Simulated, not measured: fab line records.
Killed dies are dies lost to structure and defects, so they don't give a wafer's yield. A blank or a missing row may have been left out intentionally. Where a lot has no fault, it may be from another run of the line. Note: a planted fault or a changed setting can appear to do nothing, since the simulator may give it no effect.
What tool caused it? :: flow sky130 :: Sampling: 14 lots, 42 wafers, 4 of 708 route steps

== WHAT THE GAUGES READ, wafer by wafer ==
SKY_FIELD_ISO_THK_MEAS_23. Usual: FIELD_ISO_OXIDATION_01_THK 10.06 nm, standard deviation 0.18.
lot: L346
measured: day 2 06:07
on: film_metro-03
FIELD_ISO_OXIDATION_01_THK (nm): 10.07 9.95 9.83
flag: 

lot: L348
measured: day 2 19:47
on: film_metro-04
FIELD_ISO_OXIDATION_01_THK (nm): 9.77 9.88 9.82
flag: 

lot: L349
measured: day 3 00:05
on: film_metro-03
FIELD_ISO_OXIDATION_01_THK (nm): 10.06 9.88 10.11
flag: 

lot: L351
measured: day 3 10:08
on: film_metro-04
FIELD_ISO_OXIDATION_01_THK (nm): 10.31 10.30 10.44
flag: 

lot: L352
measured: day 3 16:52
on: film_metro-03
FIELD_ISO_OXIDATION_01_THK (nm): 10.24 10.25 10.30
flag: 

lot: L354
measured: day 4 01:42
on: film_metro-02
FIELD_ISO_OXIDATION_01_THK (nm): 10.10 10.13 10.18
flag: 

lot: L361
measured: day 5 12:40
on: film_metro-02
FIELD_ISO_OXIDATION_01_THK (nm): 10.02 10.07 10.11
flag: 

lot: L363
measured: day 5 23:11
on: film_metro-02
FIELD_ISO_OXIDATION_01_THK (nm): 10.40 10.26 10.46
flag: 

lot: L364
measured: day 6 04:20
on: film_metro-02
FIELD_ISO_OXIDATION_01_THK (nm): 10.04 10.37 10.15
flag: 

lot: L365
measured: day 6 10:55
on: film_metro-03
FIELD_ISO_OXIDATION_01_THK (nm): 9.82 9.97 9.98
flag: 

lot: L366
measured: day 6 15:06
on: film_metro-03
FIELD_ISO_OXIDATION_01_THK (nm): 9.93 9.91 9.91
flag: 

lot: L367
measured: day 6 20:49
on: film_metro-02
FIELD_ISO_OXIDATION_01_THK (nm): 10.02 9.97 9.86
flag: 

lot: L368
measured: day 7 00:39
on: film_metro-03
FIELD_ISO_OXIDATION_01_THK (nm): 10.08 10.23 10.10
flag: 

lot: L369
measured: day 7 07:58
on: film_metro-04
FIELD_ISO_OXIDATION_01_THK (nm): 10.01 10.02 9.91
flag: 

SKY_NWELL_OVL_MEAS_23. Usual: NWELL_01_OVL 0.6 nm, standard deviation 1.4.
lot: L346
measured: day 5 05:23
on: overlay-02
NWELL_01_OVL (nm): 0.3 1.4 0.5
flag: 

lot: L348
measured: day 6 00:28
on: overlay-02
NWELL_01_OVL (nm): 3.2 2.2 1.4
flag: 

lot: L349
measured: day 6 08:32
on: overlay-01
NWELL_01_OVL (nm): 0.8 -0.1 -0.6
flag: 

lot: L351
measured: day 6 15:27
on: overlay-01
NWELL_01_OVL (nm): -2.5 -0.7 0.5
flag: 

lot: L352
measured: day 6 21:55
on: overlay-01
NWELL_01_OVL (nm): -0.3 -1.6 -1.2
flag: 

lot: L354
measured: day 7 08:33
on: overlay-01
NWELL_01_OVL (nm): -0.4 0.1 0.1
flag: 

lot: L361
measured: day 9 01:14
on: overlay-01
NWELL_01_OVL (nm): 2.4 2.6 2.0
flag: 

lot: L363
measured: day 9 13:00
on: overlay-01
NWELL_01_OVL (nm): 3.2 2.3 -0.4
flag: 

lot: L364
measured: day 9 20:15
on: overlay-02
NWELL_01_OVL (nm): 0.5 2.4 1.4
flag: 

lot: L365
measured: day 10 03:28
on: overlay-02
NWELL_01_OVL (nm): 1.1 -0.5 -0.2
flag: 

lot: L366
measured: day 10 07:49
on: overlay-02
NWELL_01_OVL (nm): -0.3 0.4 1.7
flag: 

lot: L367
measured: day 10 14:14
on: overlay-01
NWELL_01_OVL (nm): 0.7 1.4 0.7
flag: 

lot: L368
measured: day 10 20:01
on: overlay-01
NWELL_01_OVL (nm): 2.4 1.5 1.1
flag: 

lot: L369
measured: day 11 05:09
on: overlay-02
NWELL_01_OVL (nm): -1.6 -1.9 -1.8
flag: 

SKY_VT_ADJUST_HVTP_OVL_MEAS_08. Usual: VT_ADJUST_HVTP_OVL 0.5 nm, standard deviation 1.4.
lot: L346
measured: day 6 00:44
on: overlay-01
VT_ADJUST_HVTP_OVL (nm): 0.9 1.0 0.0
flag: 

lot: L348
measured: day 6 20:14
on: overlay-02
VT_ADJUST_HVTP_OVL (nm): -1.7 -1.0 1.3
flag: 

lot: L349
measured: day 7 05:02
on: overlay-01
VT_ADJUST_HVTP_OVL (nm): 0.2 -0.7 -2.1
flag: 

lot: L351
measured: day 7 11:15
on: overlay-02
VT_ADJUST_HVTP_OVL (nm): 2.9 2.0 3.5
flag: 

lot: L352
measured: day 7 18:23
on: overlay-01
VT_ADJUST_HVTP_OVL (nm): -1.3 -0.7 0.1
flag: 

lot: L354
measured: day 8 05:23
on: overlay-01
VT_ADJUST_HVTP_OVL (nm): 1.4 0.9 0.7
flag: 

lot: L361
measured: day 9 23:48
on: overlay-01
VT_ADJUST_HVTP_OVL (nm): 1.5 -1.5 0.4
flag: 

lot: L363
measured: day 10 12:40
on: overlay-02
VT_ADJUST_HVTP_OVL (nm): 2.4 3.6 2.3
flag: 

lot: L364
measured: day 10 19:07
on: overlay-01
VT_ADJUST_HVTP_OVL (nm): 0.1 -0.2 -3.1
flag: 

lot: L365
measured: day 11 02:35
on: overlay-01
VT_ADJUST_HVTP_OVL (nm): -0.6 -0.5 1.2
flag: 

lot: L366
measured: day 11 07:02
on: overlay-02
VT_ADJUST_HVTP_OVL (nm): -1.1 0.5 0.5
flag: 

lot: L367
measured: day 11 13:22
on: overlay-01
VT_ADJUST_HVTP_OVL (nm): -2.4 -0.6 -0.7
flag: 

lot: L368
measured: day 11 20:11
on: overlay-01
VT_ADJUST_HVTP_OVL (nm): 0.0 0.8 2.3
flag: 

lot: L369
measured: day 12 05:35
on: overlay-01
VT_ADJUST_HVTP_OVL (nm): 0.3 0.3 3.0
flag: 

== EACH LOT AND THE TOOL THAT RAN IT (in order: tool; ch and the chambers of the sampled wafers; start) ==
lot: L346
SKY_PWDE_DEVELOP_06: litho_track-02 ch 0, day 3 17:00

lot: L348
SKY_PWDE_DEVELOP_06: litho_track-04 ch 0, day 4 11:00

lot: L349
SKY_PWDE_DEVELOP_06: litho_track-04 ch 0, day 4 18:00

lot: L351
SKY_PWDE_DEVELOP_06: litho_track-02 ch 0, day 5 01:00

lot: L352
SKY_PWDE_DEVELOP_06: litho_track-04 ch 0, day 5 08:00

lot: L354
SKY_PWDE_DEVELOP_06: litho_track-04 ch 0, day 5 17:00

lot: L361
SKY_PWDE_DEVELOP_06: litho_track-02 ch 0, day 7 07:00

lot: L363
SKY_PWDE_DEVELOP_06: litho_track-02 ch 0, day 7 18:00

lot: L364
SKY_PWDE_DEVELOP_06: litho_track-02 ch 0, day 8 00:00

lot: L365
SKY_PWDE_DEVELOP_06: litho_track-01 ch 0, day 8 07:00

lot: L366
SKY_PWDE_DEVELOP_06: litho_track-01 ch 0, day 8 12:00

lot: L367
SKY_PWDE_DEVELOP_06: litho_track-01 ch 0, day 8 17:00

lot: L368
SKY_PWDE_DEVELOP_06: litho_track-02 ch 0, day 8 23:00

lot: L369
SKY_PWDE_DEVELOP_06: litho_track-04 ch 0, day 9 07:00
- SKY_PWDE_DEVELOP_06: develop time 60 s.

== AS READ BY THE TOOLS THEMSELVES (means over the sampled wafers that have a number; for cases with no such wafer, the mark the record gives instead) ==
SKY_PWDE_DEVELOP_06. Usual: developer_temp_C 23.01 C, standard deviation 0.11; exhaust_pa 45.1 Pa, standard deviation 0.9.
lot: L346
tool: litho_track-02
developer_temp_C (C): 22.95
exhaust_pa (Pa): 45.8
flag: 

lot: L348
tool: litho_track-04
developer_temp_C (C): 23.10
exhaust_pa (Pa): 45.1
flag: 

lot: L349
tool: litho_track-04
developer_temp_C (C): 22.95
exhaust_pa (Pa): 44.7
flag: 

lot: L351
tool: litho_track-02
developer_temp_C (C): 23.06
exhaust_pa (Pa): 45.4
flag: 

lot: L352
tool: litho_track-04
developer_temp_C (C): 23.81
exhaust_pa (Pa): 46.0
flag: OFF

lot: L354
tool: litho_track-04
developer_temp_C (C): 23.85
exhaust_pa (Pa): 45.4
flag: OFF

lot: L361
tool: litho_track-02
developer_temp_C (C): 23.02
exhaust_pa (Pa): 45.7
flag: 

lot: L363
tool: litho_track-02
developer_temp_C (C): 22.99
exhaust_pa (Pa): 43.7
flag: 

lot: L364
tool: litho_track-02
developer_temp_C (C): 23.16
exhaust_pa (Pa): 45.4
flag: 

lot: L365
tool: litho_track-01
developer_temp_C (C): 23.09
exhaust_pa (Pa): 45.9
flag: 

lot: L366
tool: litho_track-01
developer_temp_C (C): 23.01
exhaust_pa (Pa): 45.6
flag: 

lot: L367
tool: litho_track-01
developer_temp_C (C): 23.04
exhaust_pa (Pa): 44.2
flag: 

lot: L368
tool: litho_track-02
developer_temp_C (C): 22.96
exhaust_pa (Pa): 45.0
flag: 

lot: L369
tool: litho_track-04
developer_temp_C (C): 23.01
exhaust_pa (Pa): 44.8
flag: 

== THE ANSWER, worked out from the rows above alone ==
Rule: a lot counts as off when the mean over its wafers that have a number is more than 3 standard deviations away from the usual mean. A lot without any number at a reading at which 4 lots or more have one is off too. All remaining lots with rows at the step are treated as sound. Order of review: gauges by route order, followed by the tools' own readings, for which a lot's mean as printed above is used. At the first step where some lot is off, the reading lying furthest off is the one used; lots without a number count as furthest.
Off: L352, L354, at SKY_PWDE_DEVELOP_06 (developer_temp_C).
A tool fits if, at that step or a process step before it, it ran every lot that is off, and no sound lot after the first of them. Of those tried, none fits.

== WHAT HAD BEEN PUT IN BY THE SIMULATOR ==
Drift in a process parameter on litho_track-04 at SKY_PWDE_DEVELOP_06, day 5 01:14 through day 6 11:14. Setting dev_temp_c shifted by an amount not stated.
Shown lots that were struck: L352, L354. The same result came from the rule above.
